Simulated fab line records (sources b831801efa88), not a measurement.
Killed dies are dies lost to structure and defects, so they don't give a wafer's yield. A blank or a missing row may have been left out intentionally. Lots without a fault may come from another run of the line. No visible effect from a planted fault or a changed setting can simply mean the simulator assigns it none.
fab line records	flow sky130
record: lots: 5	wafers: 15	last-day: 49
route steps=708 shown VIA3@593 METAL4@598 CAP2M@603 PAD_OPEN@708
lots untouched by any fault: they come from a run of this same line in which no faults occurred
start-h: hours from the record's opening day to when the first of the lot's shown wafers began	wait-h: hours from the lot's prior step to this one	" unchanged from the row above	L1.1+2: a single row standing in for several wafers	- no value present, or no start provided	* or withheld: withheld	< > ~ a bound
route shown NAME@n: NAME is a module with steps in the file, n the number in the route of the first one	usual: average and standard deviation across the fault-free wafers	same: alike in all rows	chamber/n: place in a boat	sites: each site's reading	_std_site: how widely they spread, as a standard deviation	_edge_site: the outer-site mean with the inner-site mean subtracted	radius-mm: for every site, how far away it sits from the centre of the wafer	mask NAME#n: copy n	behind: the tool/chamber that last shaped the wafer	hold: the reason the lot was held/the length of the hold in hours/how it ended	device: whichever transistor did not switch (one of n, p or np)	end of line: tests of these same wafers at the route's end	where a step has no rows: the recipe by itself	killed: count of dies lost to structure and defects at first sort (not the wafer's yield)	map: per-die view of a wafer (x killed, . not killed, _ where there is no die)
set.NAME: the setting the step ran with; set.NAME@STEP: the setting that earlier step ran with	model.NAME: the simulator's own value behind a step, which no gauge read
lots at selected steps of the route; one table per step, one row per wafer
services: from which hour (start-h, from the record's first day; less than 0 if before it) a tool's chamber was out of use, for how many hours, and why
== steps ==
step: SKY_VIA3_SPUTTER_20
recipe: material: TiN	target-thk-nm: 20	chamber-pressure-pa: 5	power-w: 4000	time-s: 80
step: SKY_VIA3_CVD_21
recipe: material: W	target-thk-nm: 390	time-s: 117.31	temp-c: 400	pressure-torr: 40
usual: heater-power-w: 809/36
lot.wafer	tool	chamber	start-h	wait-h	heater-power-w
L294.4	cvd-w-02	1	969.03	0.1	788
L294.5	"	0	"	"	839
L294.6	"	1	"	"	782
L295.1	cvd-w-02	1	971.90	0.0	798
L295.3	"	1	"	"	791
L295.4	"	0	"	"	852
L299.1	cvd-w-02	0	1003.55	0.0	860
L299.2	"	1	"	"	804
L299.3	"	0	"	"	853
L310.2	cvd-w-02	0	1068.90	0.0	842
L310.3	"	1	"	"	804
L310.5	"	1	"	"	811
L309.4	cvd-w-01	1	1068.98	0.1	830
L309.5	"	0	"	"	746
L309.6	"	1	"	"	820
step: SKY_VIA3_RS_MEAS_22
recipe: thk-meas-gauge: four-point-probe	reads: W_of_VIA3_CVD_21+TiN_of_VIA3_SPUTTER_20
usual: VIA3_W_RS: 0.293/0.0032
lot.wafer	tool	chamber	start-h	wait-h	VIA3_W_RS[ohm/sq]
L294.4	film-metro-04	-	969.18	0.1	0.293
L294.5	"	-	"	"	0.296
L294.6	"	-	"	"	0.289
L295.1	film-metro-02	-	972.02	0.1	0.291
L295.3	"	-	"	"	0.292
L295.4	"	-	"	"	0.293
L299.1	film-metro-03	-	1003.68	0.1	0.290
L299.2	"	-	"	"	0.290
L299.3	"	-	"	"	0.292
L310.2	film-metro-04	-	1069.04	0.1	0.288
L310.3	"	-	"	"	0.292
L310.5	"	-	"	"	0.289
L309.4	film-metro-02	-	1069.12	0.1	0.296
L309.5	"	-	"	"	0.294
L309.6	"	-	"	"	0.293
step: SKY_VIA3_THK_MEAS_23
recipe: thk-meas-gauge: xrf	reads: W_of_VIA3_CVD_21
usual: VIA3_W_THK: 393/4.6
lot.wafer	tool	chamber	start-h	wait-h	VIA3_W_THK[nm]
L294.4	film-metro-04	-	969.27	0.1	391
L294.5	"	-	"	"	390
L294.6	"	-	"	"	397
L295.1	film-metro-02	-	972.14	0.1	395
L295.3	"	-	"	"	395
L295.4	"	-	"	"	395
L299.1	film-metro-03	-	1003.80	0.1	403
L299.2	"	-	"	"	402
L299.3	"	-	"	"	401
L310.2	film-metro-04	-	1069.15	0.1	399
L310.3	"	-	"	"	394
L310.5	"	-	"	"	396
L309.4	film-metro-02	-	1069.21	0.1	391
L309.5	"	-	"	"	393
L309.6	"	-	"	"	395
step: SKY_VIA3_CMP_24
recipe: stop-on: SiO2	t-overpolish-s: 20	down-force-psi: 3.5	platen-rpm: 60	target-thk-nm: 0	pad-velocity-m-s: 0.94248
usual: motor-current-A: 11.1/1	overpolish-run-s: 20.000/0.0096	time-to-endpoint-s: 95/3.8
same: t-overpolish-s: 20
lot.wafer	tool	chamber	start-h	wait-h	motor-current-A	overpolish-run-s	time-to-endpoint-s
L294.4	cmp-01	3	969.30	0.0	10.4	19.995	90
L294.6	"	3	"	"	10.2	20.003	92
L294.5	"	0	"	"	10.9	20.000	98
L295.4	cmp-01	1	972.20	0.0	12.2	19.999	94
L295.3	"	2	"	"	12.4	20.017	93
L295.1	"	3	"	"	10.2	19.997	92
L299.1	cmp-01	0	1003.86	0.1	11.0	19.991	103
L299.3	"	1	"	"	12.0	19.999	101
L299.2	"	2	"	"	12.5	20.008	98
L310.2	cmp-02	0	1069.20	0.0	10.1	20.011	93
L310.3	"	1	"	"	12.1	20.005	97
L310.5	"	1	"	"	11.6	19.993	98
L309.4	cmp-01	1	1069.34	0.1	11.5	20.007	95
L309.6	"	3	"	"	10.7	20.009	90
L309.5	"	0	"	"	11.1	20.015	99
step: SKY_METAL4_SPUTTER_00
recipe: material: Ti	target-thk-nm: 15	power-w: 3000	time-s: 10	chamber-pressure-pa: 0.4
step: SKY_METAL4_SPUTTER_01
recipe: material: TiN	target-thk-nm: 20	power-w: 6500	time-s: 16.7	chamber-pressure-pa: 0.4
usual: cathode-dc-power-W: 6499.7/1.2	throttle-valve-pct: 29.7/1.3
lot.wafer	tool	chamber	start-h	wait-h	cathode-dc-power-W	throttle-valve-pct
L294.4	pvd-sputter-02	-	969.62	0.0	6499.8	29.5
L294.5	"	-	"	"	6498.6	29.6
L294.6	"	-	"	"	6498.9	27.6
L295.1	pvd-sputter-03	-	972.53	0.0	6500.7	29.5
L295.3	"	-	"	"	6499.4	30.6
L295.4	"	-	"	"	6501.0	32.1
L299.1	pvd-sputter-03	-	1004.18	0.0	6497.0	32.4
L299.2	"	-	"	"	6500.9	30.6
L299.3	"	-	"	"	6498.7	32.9
L310.2	pvd-sputter-02	-	1069.52	0.0	6499.1	29.3
L310.3	"	-	"	"	6497.7	29.6
L310.5	"	-	"	"	6501.1	28.0
L309.4	pvd-sputter-04	-	1069.56	0.0	6500.0	28.9
L309.5	"	-	"	"	6499.6	29.7
L309.6	"	-	"	"	6500.3	28.7
step: SKY_METAL4_SPUTTER_02
recipe: material: AlCu	target-thk-nm: 735	power-w: 10600	time-s: 39.1	chamber-pressure-pa: 0.4
usual: cathode-dc-power-W: 10600/1.8	throttle-valve-pct: 29.7/1.3
lot.wafer	tool	chamber	start-h	wait-h	cathode-dc-power-W	throttle-valve-pct
L294.4	pvd-sputter-02	-	969.64	0.0	10600	29.4
L294.5	"	-	"	"	10599	29.6
L294.6	"	-	"	"	10598	27.6
L295.1	pvd-sputter-03	-	972.55	0.0	10598	29.4
L295.3	"	-	"	"	10600	30.6
L295.4	"	-	"	"	10597	32.3
L299.1	pvd-sputter-03	-	1004.21	0.0	10598	32.0
L299.2	"	-	"	"	10598	30.4
L299.3	"	-	"	"	10599	32.9
L310.2	pvd-sputter-02	-	1069.55	0.0	10601	29.4
L310.3	"	-	"	"	10602	29.5
L310.5	"	-	"	"	10601	27.9
L309.4	pvd-sputter-04	-	1069.59	0.0	10600	29.0
L309.5	"	-	"	"	10600	30.2
L309.6	"	-	"	"	10600	29.0
step: SKY_METAL4_SPUTTER_03
recipe: material: Ti	target-thk-nm: 5	power-w: 3000	time-s: 3.3	chamber-pressure-pa: 0.4
step: SKY_METAL4_SPUTTER_04
recipe: material: TiN	target-thk-nm: 70	power-w: 6500	time-s: 58.3	chamber-pressure-pa: 0.4
usual: cathode-dc-power-W: 6500.0/1.1	throttle-valve-pct: 29.7/1.3
lot.wafer	tool	chamber	start-h	wait-h	cathode-dc-power-W	throttle-valve-pct
L294.4	pvd-sputter-02	-	969.70	0.0	6499.6	29.4
L294.5	"	-	"	"	6500.0	29.6
L294.6	"	-	"	"	6500.1	27.9
L295.1	pvd-sputter-03	-	972.61	0.0	6499.0	29.6
L295.3	"	-	"	"	6500.2	30.7
L295.4	"	-	"	"	6499.9	32.3
L299.1	pvd-sputter-03	-	1004.26	0.0	6499.7	32.5
L299.2	"	-	"	"	6501.3	30.7
L299.3	"	-	"	"	6500.3	32.9
L310.2	pvd-sputter-02	-	1069.60	0.0	6501.4	29.4
L310.3	"	-	"	"	6498.1	29.4
L310.5	"	-	"	"	6499.7	27.8
L309.4	pvd-sputter-04	-	1069.65	0.0	6498.8	28.9
L309.5	"	-	"	"	6499.0	30.0
L309.6	"	-	"	"	6500.4	28.8
step: SKY_CAP2M_CVD_00
recipe: material: SiO2	target-thk-nm: 15.5	temp-c: 400	time-s: withheld	rf-w: 450
step: SKY_CAP2M_THK_MEAS_01
recipe: reads: SiO2_of_CAP2M_CVD_00
usual: CAP2M_CVD_00_THK: 15.41/0.23
lot.wafer	tool	chamber	start-h	wait-h	CAP2M_CVD_00_THK[nm]
L294.4	film-metro-01	-	969.80	-	15.48
L294.5	"	-	"	"	15.68
L294.6	"	-	"	"	15.69
L295.1	film-metro-04	-	972.68	-	15.13
L295.3	"	-	"	"	15.44
L295.4	"	-	"	"	15.39
L299.1	film-metro-02	-	1004.33	-	15.48
L299.2	"	-	"	"	15.26
L299.3	"	-	"	"	15.34
L310.2	film-metro-01	-	1069.69	-	15.31
L310.3	"	-	"	"	15.42
L310.5	"	-	"	"	15.70
L309.4	film-metro-04	-	1069.75	-	15.47
L309.5	"	-	"	"	15.76
L309.6	"	-	"	"	15.69
step: SKY_CAP2M_SPUTTER_02
recipe: material: TiN	target-thk-nm: 200	temp-c: 300	power-w: 6500	time-s: 166.7	chamber-pressure-pa: 0.4
usual: cathode-dc-power-W: 6499.9/1.2	throttle-valve-pct: 30.6/1.4
lot.wafer	tool	chamber	start-h	wait-h	cathode-dc-power-W	throttle-valve-pct	model.TiN_of_CAP2M_SPUTTER_02.thk-nm
L294.4	pvd-sputter-01	-	969.83	0.0	6501.1	30.3	200.6
L294.5	"	-	"	"	6500.9	30.2	199.7
L294.6	"	-	"	"	6498.6	30.3	200.9
L295.1	pvd-sputter-02	-	972.74	0.1	6499.0	29.5	195.6
L295.3	"	-	"	"	6499.5	29.7	194.8
L295.4	"	-	"	"	6499.6	29.5	197.9
L299.1	pvd-sputter-02	-	1004.39	0.1	6500.2	29.7	198.7
L299.2	"	-	"	"	7449.6	29.6	226.5
L299.3	"	-	"	"	6499.6	27.9	199.6
L310.2	pvd-sputter-01	-	1069.74	0.0	6503.4	33.0	201.6
L310.3	"	-	"	"	6498.5	30.5	202.3
L310.5	"	-	"	"	6500.0	32.9	200.9
L309.4	pvd-sputter-03	-	1069.78	0.0	6498.9	32.3	197.9
L309.5	"	-	"	"	6498.6	29.4	199.8
L309.6	"	-	"	"	6498.0	30.7	198.3
step: SKY_CAP2M_RS_MEAS_03
recipe: thk-meas-gauge: four-point-probe	reads: TiN_of_CAP2M_SPUTTER_02
usual: CAP2M_TIN_RS: 6.94/0.072
lot.wafer	tool	chamber	start-h	wait-h	CAP2M_TIN_RS[ohm/sq]
L294.4	film-metro-04	-	970.00	0.1	6.90
L294.5	"	-	"	"	6.92
L294.6	"	-	"	"	6.88
L295.1	film-metro-02	-	972.85	0.1	7.08
L295.3	"	-	"	"	7.10
L295.4	"	-	"	"	7.00
L299.1	film-metro-01	-	1004.50	0.1	6.96
L299.2	"	-	"	"	6.10
L299.3	"	-	"	"	6.94
L310.2	film-metro-02	-	1069.86	0.1	6.86
L310.3	"	-	"	"	6.84
L310.5	"	-	"	"	6.87
L309.4	film-metro-01	-	1069.95	0.1	6.98
L309.5	"	-	"	"	6.91
L309.6	"	-	"	"	6.96
step: SKY_CAP2M_THK_MEAS_04
recipe: thk-meas-gauge: xrf	reads: TiN_of_CAP2M_SPUTTER_02
usual: CAP2M_TIN_THK: 200.8/2.4
lot.wafer	tool	chamber	start-h	wait-h	CAP2M_TIN_THK[nm]
L294.4	film-metro-04	-	970.09	0.1	200.6
L294.5	"	-	"	"	201.5
L294.6	"	-	"	"	202.5
L295.1	film-metro-02	-	972.97	0.1	196.8
L295.3	"	-	"	"	196.0
L295.4	"	-	"	"	198.8
L299.1	film-metro-01	-	1004.62	0.1	200.3
L299.2	"	-	"	"	228.4
L299.3	"	-	"	"	202.9
L310.2	film-metro-02	-	1069.97	0.1	201.6
L310.3	"	-	"	"	203.0
L310.5	"	-	"	"	202.7
L309.4	film-metro-01	-	1070.04	0.1	200.4
L309.5	"	-	"	"	202.3
L309.6	"	-	"	"	201.5
step: SKY_CAP2M_DEHYDRATE_05
recipe: temp-c: 200	time-s: 60
step: SKY_CAP2M_HMDS_06
recipe: prime-time-s: 60	prime-temp-c: 120
step: SKY_CAP2M_COAT_07
recipe: resist: NOVOLAK	spin-rpm: 3000	resist-thk-nm: 1140
step: SKY_CAP2M_SOFTBAKE_08
recipe: temp-c: 90	time-s: 60	resist: NOVOLAK
step: SKY_CAP2M_EXPOSE_09
recipe: mask-id: CAP2M	na: 0.6	source-shape: conventional	sigma-outer: 0.6	polarization: unpolarized	target-cd-nm: 1000	dose-mj: 159
step: SKY_CAP2M_PEB_10
recipe: temp-c: withheld	time-s: *	resist: NOVOLAK
step: SKY_CAP2M_DEVELOP_11
recipe: resist: NOVOLAK	developer: TMAH	develop-time-s: 60	dev-temp-c: 23
step: SKY_CAP2M_OVL_MEAS_12
usual: CAP2M_OVL: -0.4/1.3
lot.wafer	tool	chamber	start-h	wait-h	CAP2M_OVL[nm]
L294.4	overlay-01	-	993.21	0.1	-0.8
L294.5	"	-	"	"	0.1
L294.6	"	-	"	"	-0.4
L295.1	overlay-01	-	995.89	0.1	-1.6
L295.3	"	-	"	"	-1.6
L295.4	"	-	"	"	-0.7
L299.1	overlay-02	-	1027.94	0.1	0.1
L299.2	"	-	"	"	0.8
L299.3	"	-	"	"	0.8
L310.2	overlay-02	-	1089.89	0.1	-0.3
L310.3	"	-	"	"	-0.2
L310.5	"	-	"	"	0.1
L309.4	overlay-01	-	1090.25	0.1	-1.5
L309.5	"	-	"	"	-0.6
L309.6	"	-	"	"	-2.8
step: SKY_CAP2M_METAL_ETCH_13
recipe: target-depth-nm: 220	stop-on: SiO2	chemistry: Cl2/BCl3	target: TiN	pressure-mtorr: 10	icp-w: 900	bias-w: 48.5	Cl2_flow_sccm: 60	bcl3-flow-sccm: 30	time-s: 62.9
usual: bcl3-flow-sccm: 30.01/0.081	drypump-motor-current-A: 5.8/0.43	oes-product-au: 0.940/0.0071	throttle-valve-pct: 21.903/0.01
lot.wafer	tool	chamber	start-h	wait-h	bcl3-flow-sccm	drypump-motor-current-A	oes-product-au	rf-hours-counter-h	throttle-valve-pct
L294.4	rie-metal-04	1	993.25	0.0	30.06	5.1	0.948	-	21.897
L294.5	"	0	"	"	29.87	6.4	0.944	-	21.897
L294.6	"	1	"	"	30.04	5.1	0.943	-	21.900
L295.1	rie-metal-04	1	995.92	0.0	30.01	5.1	0.927	15	21.913
L295.3	"	1	"	"	29.93	5.1	0.929	-	21.908
L295.4	"	0	"	"	30.17	6.4	0.939	-	21.899
L299.1	rie-metal-04	0	1027.97	0.0	30.09	6.5	0.935	15	21.909
L299.2	"	0	"	"	30.01	6.5	0.993	-	21.860
L299.3	"	0	"	"	30.02	6.5	0.931	-	21.895
L310.2	rie-metal-03	0	1089.92	0.0	29.96	6.0	0.945	14	21.902
L310.3	"	0	"	"	30.02	6.0	0.950	-	21.908
L310.5	"	1	"	"	29.94	5.6	0.938	-	21.893
L309.4	rie-metal-01	0	1090.30	0.0	30.02	5.6	0.927	-	21.912
L309.5	"	0	"	"	30.11	5.7	0.936	-	21.895
L309.6	"	1	"	"	30.07	5.7	0.933	-	21.903
step: SKY_CAP2M_STRIP_14
recipe: chemistry: O2/N2	power-w: 1400	pressure-mtorr: 1500	platen-temp-c: withheld	o2-flow-sccm: 3000	n2-flow-sccm: 300	overash-fraction: 0.5
step: SKY_CAP2M_STRIP_15
recipe: chemistry: post-etch-residue-remover	time-s: 1200	temp-c: 72.5
lot.wafer	tool	chamber	start-h	wait-h	model.TiN_of_CAP2M_SPUTTER_02.thk-nm
L294.4	wet-bench-02	1	993.41	0.0	200.2
L294.5	"	1	"	"	199.2
L294.6	"	1	"	"	200.5
L295.1	wet-bench-04	1	996.10	0.1	195.2
L295.3	"	1	"	"	194.4
L295.4	"	1	"	"	197.5
L299.1	wet-bench-03	1	1028.23	0.1	198.3
L299.2	"	1	"	"	226
L299.3	"	1	"	"	199.2
L310.2	wet-bench-02	0	1090.10	0.1	201.1
L310.3	"	0	"	"	201.9
L310.5	"	0	"	"	200.5
L309.4	wet-bench-03	1	1090.45	0.0	197.5
L309.5	"	1	"	"	199.4
L309.6	"	1	"	"	197.9
step: SKY_CAP2M_CLEAN_16
recipe: chemistry: IPA	time-s: 180	temp-c: 25
step: SKY_PAD_OPEN_PROBE_99
usual: defect-limited-yield: 82.6/1.8	killed_at_M0_to_M3: 44/6.5	killed_at_M4_up: 3.3/1.9	killed-at-contacts: 23/4.7	killed-at-front-end: 15/4.5	killed-at-other: 0.2/0.52	killed-dies: 86/8.9	killed-on-rim: 17/3.7	killed-open: 47/6.8	killed-short: 39/6.1
same: gross-dies: 492	killed-at-back-side: 0
lot.wafer	tool	chamber	start-h	wait-h	defect-limited-yield[%]	killed_at_M0_to_M3	killed_at_M4_up	killed-at-contacts	killed-at-front-end	killed-at-other	killed-dies	killed-on-rim	killed-open	killed-short
L294.4	prober-02	-	1106.71	0.2	79.7	51	10	15	24	0	100	17	51	49
L294.5	prober-02	-	1106.76	0.2	84.6	42	2	16	16	0	76	19	39	37
L294.6	prober-02	-	1106.81	0.2	81.1	50	1	27	15	0	93	27	53	40
L295.1	prober-02	-	1108.06	0.1	82.9	43	1	23	17	0	84	10	49	35
L295.3	prober-02	-	1108.16	0.2	83.9	47	3	16	13	0	79	9	43	36
L295.4	prober-02	-	1108.21	0.2	80.9	45	3	26	20	0	94	18	56	38
L299.1	prober-02	-	1136.31	0.1	84.1	40	2	20	16	0	78	18	42	36
L299.2	prober-02	-	1136.36	0.1	16.9	45	4	20	15	325	409	96	47	39
L299.3	prober-02	-	1136.41	0.2	81.9	34	3	30	22	0	89	15	53	36
L310.2	prober-02	-	1185.76	0.1	81.5	55	4	20	12	0	91	17	49	42
L310.3	prober-02	-	1185.81	0.2	81.5	49	2	21	18	1	91	21	47	44
L310.5	prober-02	-	1185.91	0.2	82.7	41	4	23	17	0	85	12	43	42
L309.4	prober-01	-	1186.56	0.2	82.1	42	6	24	16	0	88	18	39	49
L309.5	prober-01	-	1186.61	0.2	82.7	46	1	24	13	1	85	17	47	38
L309.6	prober-01	-	1186.66	0.2	84.8	38	2	20	15	0	75	13	38	37
killed by level:class
L294.4 VIA1:geometric-particle:open=11 VIA3:geometric-particle:open=10 METAL4:geometric-particle:short=8 FIELD_ISO:geometric-particle:open=8 METAL2:geometric-particle:short=8 CONTACT:geometric-particle:short=6 VIA1:geometric-particle:short=6 POLY_GATE:geometric-particle:open=5
L294.5 VIA1:geometric-particle:open=14 VIA3:geometric-particle:open=7 FIELD_ISO:geometric-particle:short=6 CONTACT:geometric-particle:open=6 METAL2:geometric-particle:short=5 LOCAL_INTERCONNECT:geometric-particle:short=5 CONTACT:geometric-particle:short=5 VIA2:geometric-particle:open=5
L294.6 CONTACT:geometric-particle:open=13 VIA1:geometric-particle:open=10 VIA1:geometric-particle:short=9 CONTACT:geometric-particle:short=6 VIA3:geometric-particle:open=6 METAL2:geometric-particle:short=6 POLY_GATE:geometric-particle:short=5 FIELD_ISO:geometric-particle:open=4
L295.1 CONTACT:geometric-particle:open=12 VIA1:geometric-particle:open=10 LI_CONTACT:geometric-particle:open=6 VIA2:geometric-particle:open=6 METAL3:geometric-particle:short=6 VIA3:geometric-particle:open=6 FIELD_ISO:geometric-particle:short=5 METAL1:geometric-particle:short=5
L295.3 VIA1:geometric-particle:open=11 VIA3:geometric-particle:open=8 METAL2:geometric-particle:short=6 METAL1:geometric-particle:short=6 VIA2:geometric-particle:open=6 CONTACT:geometric-particle:open=5 LI_CONTACT:geometric-particle:open=4 CONTACT:geometric-particle:short=4
L295.4 VIA3:geometric-particle:open=10 LI_CONTACT:geometric-particle:open=10 CONTACT:geometric-particle:open=9 POLY_GATE:geometric-particle:short=6 FIELD_ISO:geometric-particle:open=5 METAL2:geometric-particle:short=5 VIA2:geometric-particle:open=5 METAL3:geometric-particle:short=5
L299.1 FIELD_ISO:geometric-particle:open=9 VIA1:geometric-particle:open=9 CONTACT:geometric-particle:open=6 METAL1:geometric-particle:short=6 LOCAL_INTERCONNECT:geometric-particle:short=5 VIA1:geometric-particle:short=5 LI_CONTACT:geometric-particle:open=4 VIA2:geometric-particle:open=4
L299.2 CAP2M:area-etch=323 VIA1:geometric-particle:open=11 VIA3:geometric-particle:open=10 CONTACT:geometric-particle:short=6 CONTACT:geometric-particle:open=6 FIELD_ISO:geometric-particle:short=5 LI_CONTACT:geometric-particle:open=5 METAL1:geometric-particle:short=5
L299.3 VIA1:geometric-particle:open=12 LI_CONTACT:geometric-particle:open=11 CONTACT:geometric-particle:open=9 SPACER:geometric-particle:open=5 LOCAL_INTERCONNECT:geometric-particle:short=5 FIELD_ISO:geometric-particle:short=4 POLY_GATE:geometric-particle:short=4 POLY_GATE:geometric-particle:open=4
L310.2 VIA1:geometric-particle:open=12 METAL1:geometric-particle:short=10 VIA2:geometric-particle:open=8 CONTACT:geometric-particle:open=7 VIA1:geometric-particle:short=6 LI_CONTACT:geometric-particle:open=5 CONTACT:geometric-particle:short=5 VIA3:geometric-particle:open=5
L310.3 METAL1:geometric-particle:short=10 LI_CONTACT:geometric-particle:open=8 VIA1:geometric-particle:open=7 CONTACT:geometric-particle:open=7 VIA2:geometric-particle:open=6 VIA1:geometric-particle:short=6 POLY_GATE:geometric-particle:open=5 VIA3:geometric-particle:open=5
L310.5 VIA3:geometric-particle:open=9 CONTACT:geometric-particle:open=7 METAL2:geometric-particle:short=7 VIA2:geometric-particle:open=7 LOCAL_INTERCONNECT:geometric-particle:short=6 VIA1:geometric-particle:open=5 CONTACT:geometric-particle:short=5 POLY_GATE:geometric-particle:open=4
L309.4 VIA1:geometric-particle:open=9 CONTACT:geometric-particle:open=7 METAL2:geometric-particle:short=7 CONTACT:geometric-particle:short=6 VIA2:geometric-particle:open=5 LOCAL_INTERCONNECT:geometric-particle:short=5 METAL1:geometric-particle:short=5 METAL4:geometric-particle:short=5
L309.5 CONTACT:geometric-particle:open=13 VIA1:geometric-particle:open=11 VIA1:geometric-particle:short=6 METAL2:geometric-particle:short=6 VIA3:geometric-particle:open=6 VIA3:geometric-particle:short=5 FIELD_ISO:geometric-particle:short=4 LI_CONTACT:geometric-particle:open=4
L309.6 CONTACT:geometric-particle:open=8 VIA3:geometric-particle:open=8 FIELD_ISO:geometric-particle:short=7 VIA1:geometric-particle:open=6 LI_CONTACT:geometric-particle:open=5 CONTACT:geometric-particle:short=4 VIA1:geometric-particle:short=4 VIA2:geometric-particle:open=4
map L299.2 (x killed, . not)
__________xxxxxxxxxx_________
________xxxxxxxxxxxxxx_______
______xxxxxxx.xxxxxxxxxx_____
_____xxxxxxxxxxxxxxxxxxxx____
____xx.xxxxx.xx.xxx.x..xxx___
___xxxxxxx..x.xx.xx.xxx.xxx__
__xxxxxxxxx.xxxx..xxxxxxxxxx_
_xxxxxx.xxx.x.x.xxxxxxx.xxxxx
_xxxxxxxxxx.x...xxxxx.xxxxxxx
_xxxxxxxx.xxx....x.x..xxxxxxx
_xxxxxxx.xxxx.xx.xxx.x...xxxx
_xxxxxxx.xx.....xxxxx..x.xxxx
_xxxxxxxx.x..x.x.xxxxxxxxxxxx
_xxxxxxxxxxxxx.x.xx.xxxxx..xx
_xxxxx..x.x.xxx.xxx...xxxxxxx
__xxxxx.xxxx....xxx.xxxxxxxx_
___xxxxxxxxxxxxx.xx.xxxxxxx__
____xxxxxxx.xxx..xx.xxxxxx___
_____xxxxxxxxxxx.xxxxxxxx____
______xxxxxxxxxxxxx.xxxx_____
________xxxxxxx.xxxxxx_______
__________xxxxxxxxxx_________
map L295.4 (x killed, . not)
__________.x..x....._________
________.x...x.x......_______
______x....x............_____
_____x..x........x.......____
____....xx.........x..x...___
___........................__
__x......x.x..x.x....x.xx..._
_...x...x.xx................x
_.......x.....x.x............
_x....x....x.......x....x..xx
_..x.x...x..x..x...x..xx.....
_x....x.........xx..........x
_.x..x...x.x...xxx....x....x.
_..x................x.....xx.
_x.......x..x.x......x.......
__...x.............xx......._
___.......x..x..x.x..x.x..x__
____..x.............x....x___
_____.xxx...xx......x.x..____
______..x..xx.........x._____
________.......x......_______
__________..x......._________
== services ==
tool	chamber	start-h	hours	kind
pvd-sputter-03	3	983.61	-	consumable-replace:kit
pvd-sputter-03	3	983.61	18.0	scheduled-down
pvd-sputter-03	3	983.61	18.0	vent-cycle
pvd-sputter-02	2	984.40	-	consumable-replace:kit
pvd-sputter-02	2	984.40	18.0	scheduled-down
pvd-sputter-02	2	984.40	18.0	vent-cycle
cvd-w-01	-	990.49	45.2	repair
rie-metal-04	1	1002.82	45.7	repair
cmp-02	-	1008.26	5.1	pm
pvd-sputter-04	1	1011.53	-	consumable-replace:kit
pvd-sputter-04	1	1011.53	18.0	scheduled-down
pvd-sputter-04	1	1011.53	18.0	vent-cycle
cmp-02	-	1023.48	5.5	repair
rie-metal-04	-	1044.53	14.6	pm
rie-metal-01	1	1048.37	3.6	repair
rie-metal-03	-	1052.25	0.3	repair
pvd-sputter-01	2	1060.65	-	consumable-replace:kit
cmp-01	-	1073.52	3.4	pm
pvd-sputter-01	-	1080.86	4.2	repair
pvd-sputter-03	-	1081.23	49.6	repair
cmp-01	-	1084.03	4.0	pm
rie-metal-03	-	1086.03	0.8	repair
cmp-01	-	1088.03	-	consumable-replace:conditioner
cmp-01	-	1088.03	-	consumable-replace:pad
== key ==
first-sign: step: SKY_CAP2M_SPUTTER_02	reading: cathode-dc-power-W	direction: up	sigmas: 99+	usual: 6499.9	struck: 7449.6
effect: step: SKY_CAP2M_RS_MEAS_03	reading: CAP2M_TIN_RS	direction: down	sigmas: 12	usual: 6.94	struck: 6.10
effect: step: SKY_CAP2M_THK_MEAS_04	reading: CAP2M_TIN_THK	direction: up	sigmas: 12	usual: 200.8	struck: 228.4
effect: step: SKY_CAP2M_METAL_ETCH_13	reading: oes-product-au	direction: up	sigmas: 7.5	usual: 0.940	struck: 0.993
effect: step: SKY_PAD_OPEN_PROBE_99	reading: killed-at-other	direction: up	sigmas: 99+	usual: 0.2	struck: 325
model-effect: step: SKY_CAP2M_SPUTTER_02	value: TiN_of_CAP2M_SPUTTER_02.thk-nm	without: 197.2	struck: 226.5
model-effect: step: SKY_CAP2M_STRIP_15	value: TiN_of_CAP2M_SPUTTER_02.thk-nm	without: 196.8	struck: 226
more-kills-born-at: SKY_CAP2M_METAL_ETCH_13@rie-metal-04: 323
met-at SKY_CAP2M_SPUTTER_02
struck-wafers L299.2
later-rows-left-out L299.2
onset-between 972.74 1004.39
fault: kind: process-parameter-drift	tool: pvd-sputter-02	chamber: -	onset-h: 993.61	steps: SKY_CAP2M_SPUTTER_02	channel: power-w	offset: *	shape: step	end-h: 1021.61	acts-in: *	stated: *	scope: struck-wafers-only
later-rows-left-out: the simulator's readings of these wafers behind a module that went badly wrong aren't trusted and aren't shown, but for the sort
